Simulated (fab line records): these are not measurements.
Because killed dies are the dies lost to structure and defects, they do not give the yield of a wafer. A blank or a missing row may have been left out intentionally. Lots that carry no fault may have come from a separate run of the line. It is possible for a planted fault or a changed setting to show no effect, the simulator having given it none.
fab line records    flow sky130
record lots=10  wafers=30  last-day=50
route steps=708 shown CAPM@540 METAL3@565 VIA3@594 CAP2M@605 PAD_OPEN@708
lots with no fault: from the same line, run without faults
start-h: hours from the record's first day to the start of the lot's first wafer shown    wait-h: time in hours since the lot's previous step    " unchanged from the row above    L1.1+2: several wafers, shown together as one row    - value missing, or start not given    * or withheld: withheld    < > ~ a bound
route shown NAME@n: names a module that has steps shown in the file, with the first one's number in the route    usual: mean/standard deviation taken from wafers without a fault    same: alike in all rows    chamber/n: place in a boat    sites: readings site by site    _std_site: their standard deviation    _edge_site: inner sites' mean taken away from outer sites' mean    radius-mm: how far each site lies from the wafer's centre    mask NAME#n: copy n    behind: tool/chamber where the wafer was last shaped    hold: reason for holding the lot/hours on hold/outcome of the hold    device: which transistor (n, p or np) failed to switch    end of line: the route-end tests of the same wafers    a step without rows: its recipe alone    killed: the dies lost at the first sort to structure and to defects; this is not the yield of the wafer    map: shows each die of a wafer: x if killed, . if not, _ if none is there
set.NAME: the setting that was run; set.NAME@STEP: the one run at that earlier step    model.NAME: the simulator's own value behind a step, which no gauge read
steps of the route over a sample of lots; a table a step, a row a wafer
services: when a tool's chamber went out of use (start-h, in hours from the record's first day, below 0 if earlier), for how many hours, and the reason
## steps
# step SKY_CAPM_RS_MEAS_03
# recipe thk-meas-gauge=four-point-probe  reads=TiN_of_CAPM_SPUTTER_02
# usual CAPM_TIN_RS=6.87/0.063
lot.wafer  tool           chamber  start-h  wait-h  CAPM_TIN_RS[ohm/sq]
L132.1     film-metro-02  -        871.85   0.1     6.86
L132.3     "              -        "        "       6.87
L132.4     "              -        "        "       6.82
L136.2     film-metro-01  -        893.73   0.1     6.74
L136.3     "              -        "        "       6.75
L136.6     "              -        "        "       6.78
L139.3     film-metro-04  -        916.02   0.1     6.92
L139.4     "              -        "        "       6.90
L139.6     "              -        "        "       6.91
L143.1     film-metro-01  -        948.20   0.1     6.82
L143.2     "              -        "        "       6.84
L143.3     "              -        "        "       6.92
L144.1     film-metro-01  -        954.36   0.1     6.79
L144.4     "              -        "        "       6.78
L144.5     "              -        "        "       6.79
L145.1     film-metro-01  -        967.03   0.1     6.89
L145.4     "              -        "        "       6.89
L145.6     "              -        "        "       6.87
L147.1     film-metro-01  -        978.73   0.1     6.97
L147.3     "              -        "        "       6.94
L147.4     "              -        "        "       6.94
L151.1     film-metro-04  -        1000.71  0.1     6.96
L151.4     "              -        "        "       6.96
L151.5     "              -        "        "       6.94
L152.2     film-metro-02  -        1004.95  0.1     6.83
L152.5     "              -        "        "       6.79
L152.6     "              -        "        "       6.89
L153.3     film-metro-02  -        1025.33  0.1     6.81
L153.4     "              -        "        "       6.86
L153.5     "              -        "        "       6.87
# step SKY_METAL3_DESCUM_15
# recipe chemistry=O2  source-power-w=150  bias-power-w=0  pressure-mtorr=10  temp-c=40  time-s=8
# usual drypump-motor-current-A=5.7/0.49  oes-product-au=1.000/0.009
# same bias-power-w=0
lot.wafer  tool          chamber  start-h  wait-h  drypump-motor-current-A  oes-product-au  rf-hours-counter-h
L132.1     rie-metal-03  1        923.64   0.0     5.8                      1.007           17
L132.3     "             0        "        "       5.0                      0.995           -
L132.4     "             1        "        "       5.9                      1.004           -
L136.2     rie-metal-01  1        943.64   0.0     5.9                      1.010           17
L136.3     "             1        "        "       5.9                      1.011           -
L136.6     "             0        "        "       6.3                      1.015           -
L139.3     rie-metal-03  0        965.98   0.0     5.0                      1.005           -
L139.4     "             1        "        "       5.8                      0.994           -
L139.6     "             0        "        "       5.0                      0.995           -
L143.1     rie-metal-01  0        996.28   0.0     6.3                      1.003           14
L143.2     "             0        "        "       6.3                      0.989           -
L143.3     "             0        "        "       6.3                      0.986           -
L144.1     rie-metal-03  1        1002.17  0.0     5.8                      0.987           3
L144.4     "             1        "        "       5.9                      1.000           -
L144.5     "             1        "        "       5.9                      1.000           -
L145.1     rie-metal-01  0        1014.59  0.0     6.3                      1.000           16
L145.4     "             0        "        "       6.3                      1.003           -
L145.6     "             1        "        "       5.8                      1.019           -
L147.1     rie-metal-03  0        1026.67  0.0     5.0                      0.999           18
L147.3     "             0        "        "       5.0                      0.997           -
L147.4     "             1        "        "       5.9                      0.987           -
L151.1     rie-metal-01  1        1047.07  0.0     5.8                      1.007           2
L151.4     "             0        "        "       6.3                      0.997           -
L151.5     "             1        "        "       5.8                      1.002           -
L152.2     rie-metal-04  1        1050.79  0.0     5.2                      0.994           9
L152.5     "             0        "        "       6.2                      0.993           -
L152.6     "             1        "        "       5.2                      1.004           -
L153.3     rie-metal-01  1        1069.96  0.0     5.9                      1.009           -
L153.4     "             0        "        "       6.3                      0.996           -
L153.5     "             1        "        "       5.9                      1.020           -
# step SKY_VIA3_CVD_21
# recipe material=W  target-thk-nm=390  time-s=117.31  temp-c=400  pressure-torr=40
# usual heater-power-w=885/69
lot.wafer  tool      chamber  start-h  wait-h  heater-power-w
L132.1     cvd-w-02  0        950.92   0.0     937
L132.3     "         1        "        "       906
L132.4     "         0        "        "       953
L136.2     cvd-w-02  1        971.04   0.0     893
L136.3     "         1        "        "       927
L136.6     "         1        "        "       922
L139.3     cvd-w-02  1        991.96   0.1     908
L139.4     "         0        "        "       951
L139.6     "         0        "        "       928
L143.1     cvd-w-02  1        1022.31  0.0     910
L143.2     "         0        "        "       960
L143.3     "         0        "        "       934
L144.1     cvd-w-02  1        1027.84  0.0     912
L144.4     "         0        "        "       952
L144.5     "         1        "        "       914
L145.1     cvd-w-02  0        1039.19  0.0     936
L145.4     "         1        "        "       897
L145.6     "         0        "        "       966
L147.1     cvd-w-01  0        1051.64  0.0     892
L147.3     "         0        "        "       877
L147.4     "         0        "        "       896
L151.1     cvd-w-01  0        1070.79  0.0     902
L151.4     "         0        "        "       876
L151.5     "         1        "        "       764
L152.2     cvd-w-01  0        1074.38  0.0     888
L152.5     "         1        "        "       791
L152.6     "         0        "        "       876
L153.3     cvd-w-01  1        1093.82  0.1     763
L153.4     "         0        "        "       898
L153.5     "         1        "        "       768
# step SKY_VIA3_RS_MEAS_22
# recipe thk-meas-gauge=four-point-probe  reads=W_of_VIA3_CVD_21+TiN_of_VIA3_SPUTTER_20
# usual VIA3_W_RS=0.2937/0.0028
lot.wafer  tool           chamber  start-h  wait-h  VIA3_W_RS[ohm/sq]
L132.1     film-metro-03  -        951.04   0.1     0.2960
L132.3     "              -        "        "       0.2937
L132.4     "              -        "        "       0.2934
L136.2     film-metro-03  -        971.19   0.1     0.2940
L136.3     "              -        "        "       0.2974
L136.6     "              -        "        "       0.2939
L139.3     film-metro-03  -        992.08   0.1     0.2923
L139.4     "              -        "        "       0.2898
L139.6     "              -        "        "       0.2870
L143.1     film-metro-04  -        1022.43  0.1     0.2929
L143.2     "              -        "        "       0.2311
L143.3     "              -        "        "       0.2333
L144.1     film-metro-04  -        1027.97  0.1     0.2984
L144.4     "              -        "        "       0.2378
L144.5     "              -        "        "       0.2962
L145.1     film-metro-04  -        1039.32  0.1     0.2373
L145.4     "              -        "        "       0.2978
L145.6     "              -        "        "       0.2390
L147.1     film-metro-04  -        1051.89  0.2     0.2920
L147.3     "              -        "        "       0.2960
L147.4     "              -        "        "       0.2962
L151.1     film-metro-04  -        1070.91  0.1     0.2915
L151.4     "              -        "        "       0.2932
L151.5     "              -        "        "       0.2950
L152.2     film-metro-01  -        1074.52  0.1     0.2915
L152.5     "              -        "        "       0.2929
L152.6     "              -        "        "       0.2947
L153.3     film-metro-03  -        1093.94  0.1     0.2960
L153.4     "              -        "        "       0.2981
L153.5     "              -        "        "       0.2963
# step SKY_VIA3_THK_MEAS_23
# recipe thk-meas-gauge=xrf  reads=W_of_VIA3_CVD_21
# usual VIA3_W_THK=391/4.9
lot.wafer  tool           chamber  start-h  wait-h  VIA3_W_THK[nm]
L132.1     film-metro-03  -        951.16   0.1     389
L132.3     "              -        "        "       393
L132.4     "              -        "        "       390
L136.2     film-metro-03  -        971.30   0.1     399
L136.3     "              -        "        "       390
L136.6     "              -        "        "       396
L139.3     film-metro-03  -        992.18   0.1     396
L139.4     "              -        "        "       399
L139.6     "              -        "        "       405
L143.1     film-metro-04  -        1022.55  0.1     390
L143.2     "              -        "        "       492
L143.3     "              -        "        "       489
L144.1     film-metro-04  -        1028.09  0.1     383
L144.4     "              -        "        "       478
L144.5     "              -        "        "       385
L145.1     film-metro-04  -        1039.44  0.1     483
L145.4     "              -        "        "       384
L145.6     "              -        "        "       480
L147.1     film-metro-04  -        1052.01  0.1     392
L147.3     "              -        "        "       387
L147.4     "              -        "        "       387
L151.1     film-metro-04  -        1071.03  0.1     392
L151.4     "              -        "        "       391
L151.5     "              -        "        "       389
L152.2     film-metro-01  -        1074.63  0.1     387
L152.5     "              -        "        "       387
L152.6     "              -        "        "       386
L153.3     film-metro-03  -        1094.04  0.1     389
L153.4     "              -        "        "       386
L153.5     "              -        "        "       393
# step SKY_VIA3_CMP_24
# recipe stop-on=SiO2  t-overpolish-s=20  down-force-psi=3.5  platen-rpm=60  target-thk-nm=0  pad-velocity-m-s=0.94248
# usual motor-current-A=11.1/0.87  time-to-endpoint-s=95.1/2.9
lot.wafer  tool    chamber  start-h  wait-h  motor-current-A  time-to-endpoint-s
L132.1     cmp-01  3        951.22   0.1     12.0             90.7
L132.3     "       0        "        "       10.1             92.6
L132.4     "       2        "        "       10.3             96.2
L136.3     cmp-01  2        971.35   0.0     10.4             93.3
L136.2     "       1        "        "       12.1             92.2
L136.6     "       3        "        "       11.8             94.5
L139.4     cmp-02  3        992.22   0.0     12.0             94.3
L139.3     "       0        "        "       9.4              91.6
L139.6     "       3        "        "       12.2             94.2
L143.3     cmp-02  3        1022.61  0.0     12.0             120.0
L143.1     "       1        "        "       11.4             98.9
L143.2     "       2        "        "       11.6             125.1
L144.4     cmp-01  3        1028.25  0.1     12.0             119.8
L144.1     "       0        "        "       10.7             94.9
L144.5     "       1        "        "       12.6             94.7
L145.4     cmp-02  2        1039.55  0.1     12.0             92.9
L145.1     "       3        "        "       11.6             117.1
L145.6     "       2        "        "       11.8             115.4
L147.3     cmp-01  3        1052.36  0.3     10.7             93.7
L147.4     "       0        "        "       10.8             93.7
L147.1     "       1        "        "       12.1             95.2
L151.4     cmp-01  3        1071.14  0.1     11.5             94.3
L151.1     "       1        "        "       11.6             98.8
L151.5     "       3        "        "       12.1             92.0
L152.2     cmp-01  1        1074.68  0.0     12.2             97.4
L152.5     "       1        "        "       12.0             95.3
L152.6     "       2        "        "       10.7             93.5
L153.3     cmp-02  2        1094.08  0.0     12.4             99.1
L153.4     "       0        "        "       9.9              96.6
L153.5     "       2        "        "       11.7             98.5
# step SKY_CAP2M_SPUTTER_02
# recipe material=TiN  target-thk-nm=200  temp-c=300  power-w=6500  time-s=166.7  chamber-pressure-pa=0.4
# usual throttle-valve-pct=29.4/1.4
lot.wafer  tool            chamber  start-h  wait-h  throttle-valve-pct
L132.1     pvd-sputter-03  -        951.76   0.1     30.2
L132.3     "               -        "        "       27.9
L132.4     "               -        "        "       29.7
L136.2     pvd-sputter-02  -        971.88   0.0     26.4
L136.3     "               -        "        "       28.7
L136.6     "               -        "        "       28.5
L139.3     pvd-sputter-02  -        992.75   0.0     28.7
L139.4     "               -        "        "       30.2
L139.6     "               -        "        "       30.1
L143.1     pvd-sputter-01  -        1023.15  0.1     29.2
L143.2     "               -        "        "       30.3
L143.3     "               -        "        "       29.8
L144.1     pvd-sputter-02  -        1028.68  0.1     26.2
L144.4     "               -        "        "       28.7
L144.5     "               -        "        "       30.2
L145.1     pvd-sputter-01  -        1040.03  0.1     30.3
L145.4     "               -        "        "       29.4
L145.6     "               -        "        "       30.0
L147.1     pvd-sputter-01  -        1052.90  0.1     30.2
L147.3     "               -        "        "       29.7
L147.4     "               -        "        "       29.5
L151.1     pvd-sputter-01  -        1071.63  0.1     29.9
L151.4     "               -        "        "       29.3
L151.5     "               -        "        "       29.9
L152.2     pvd-sputter-02  -        1075.22  0.0     30.3
L152.5     "               -        "        "       26.2
L152.6     "               -        "        "       31.5
L153.3     pvd-sputter-02  -        1094.61  0.0     30.0
L153.4     "               -        "        "       26.5
L153.5     "               -        "        "       26.4
# step SKY_PAD_OPEN_PROBE_99
# usual defect-limited-yield=82.7/2.1  killed_at_M0_to_M3=43/7.2  killed_at_M4_up=3.0/1.7  killed-at-contacts=24/5.3  killed-at-front-end=15/4.6  killed-at-other=0.3/0.5  killed-dies=85/10  killed-open=46/7.2  killed-short=39/6.4  sort_bin_3_pad_short=0.9/0.42  sort_bin_5_function=10.2/1.6  sort_bin_6_memory=6.2/1  sort-n-pass=407/10  sort-yield-pct=82.7/2.1
# same gross-dies=492  killed-at-back-side=0  sort_bin_4_leakage[%]=0  sort_bin_8_speed[%]=0
lot.wafer  tool       chamber  start-h  wait-h  defect-limited-yield[%]  killed_at_M0_to_M3  killed_at_M4_up  killed-at-contacts  killed-at-front-end  killed-at-other  killed-dies  killed-open  killed-short  sort_bin_3_pad_short[%]  sort_bin_5_function[%]  sort_bin_6_memory[%]  sort-n-pass  sort-yield-pct[%]
L147.1     prober-01  -        1176.51  0.1     83.1                     46                  5                21                  11                   0                83           40           43            1.2                      8.1                     7.5                   409          83.1
L147.3     prober-01  -        1176.61  0.2     85.4                     34                  1                27                  10                   0                72           34           38            0.6                      8.5                     5.5                   420          85.4
L147.4     prober-01  -        1176.66  0.2     84.3                     37                  3                24                  12                   1                77           45           32            0.4                      9.3                     5.9                   415          84.3
# killed by level:class
L147.1 CONTACT:geometric-particle:open=8 METAL2:geometric-particle:short=8 VIA3:geometric-particle:short=7 VIA3:geometric-particle:open=7 VIA1:geometric-particle:open=7 CONTACT:geometric-particle:short=6 POLY_GATE:geometric-particle:short=4 METAL1:geometric-particle:short=4
L147.3 CONTACT:geometric-particle:open=9 VIA1:geometric-particle:open=8 LI_CONTACT:geometric-particle:open=6 CONTACT:geometric-particle:short=6 METAL2:geometric-particle:short=5 VIA1:geometric-particle:short=5 FIELD_ISO:geometric-particle:short=4 VIA3:geometric-particle:open=4
L147.4 CONTACT:geometric-particle:open=9 VIA3:geometric-particle:open=9 LI_CONTACT:geometric-particle:open=8 VIA1:geometric-particle:short=7 VIA1:geometric-particle:open=5 VIA2:geometric-particle:open=5 METAL2:geometric-particle:short=4 FIELD_ISO:geometric-particle:open=3
## services
tool            chamber  start-h  hours  kind
cvd-w-01        -        904.00   14.0   pm
cmp-02          -        907.78   4.9    pm
cmp-01          -        915.72   4.0    pm
pvd-sputter-02  -        922.04   4.1    repair
cmp-01          -        922.85   0.3    repair
rie-metal-01    -        931.59   0.7    repair
cmp-02          -        938.69   9.6    repair
pvd-sputter-02  -        941.44   5.5    repair
cmp-01          -        948.49   2.1    repair
pvd-sputter-02  -        952.73   1.2    repair
cvd-w-01        0        954.56   10.6   repair
cvd-w-01        -        957.43   2.8    pm
cmp-01          -        957.59   0.3    repair
cmp-01          -        965.11   3.5    repair
cmp-02          -        977.60   4.2    pm
cmp-02          -        997.06   0.7    repair
pvd-sputter-02  -        1020.75  3.3    repair
cmp-01          -        1031.71  1.4    repair
cmp-01          -        1034.62  1.0    repair
cmp-02          -        1039.80  12.7   pm
cvd-w-01        1        1049.81  5.0    repair
cvd-w-01        0        1058.46  3.1    repair
cvd-w-02        -        1070.78  28.1   pm
pvd-sputter-02  -        1091.59  0.9    repair
## key
first-sign step=SKY_VIA3_RS_MEAS_22  reading=VIA3_W_RS  direction=down  sigmas=21  usual=0.2937  struck=0.2357
effect step=SKY_VIA3_THK_MEAS_23  reading=VIA3_W_THK  direction=up  sigmas=19  usual=391  struck=484
effect step=SKY_VIA3_CMP_24  reading=time-to-endpoint-s  direction=up  sigmas=8.4  usual=*  struck=*
met-at SKY_VIA3_CVD_21
struck-lots L143,L144,L145
struck-wafers L143.2,L143.3,L144.4,L145.1,L145.6
not-acting-at SKY_CAPM_RS_MEAS_03,SKY_METAL3_DESCUM_15,SKY_CAP2M_SPUTTER_02
onset-between 991.96 1022.31
fault kind=process-parameter-drift  tool=cvd-w-02  chamber=0  onset-h=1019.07  steps=SKY_VIA3_CVD_21  channel=target-thk-nm  offset=97.511  shape=step  end-h=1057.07  acts-in=these-recipes-only  stated=390
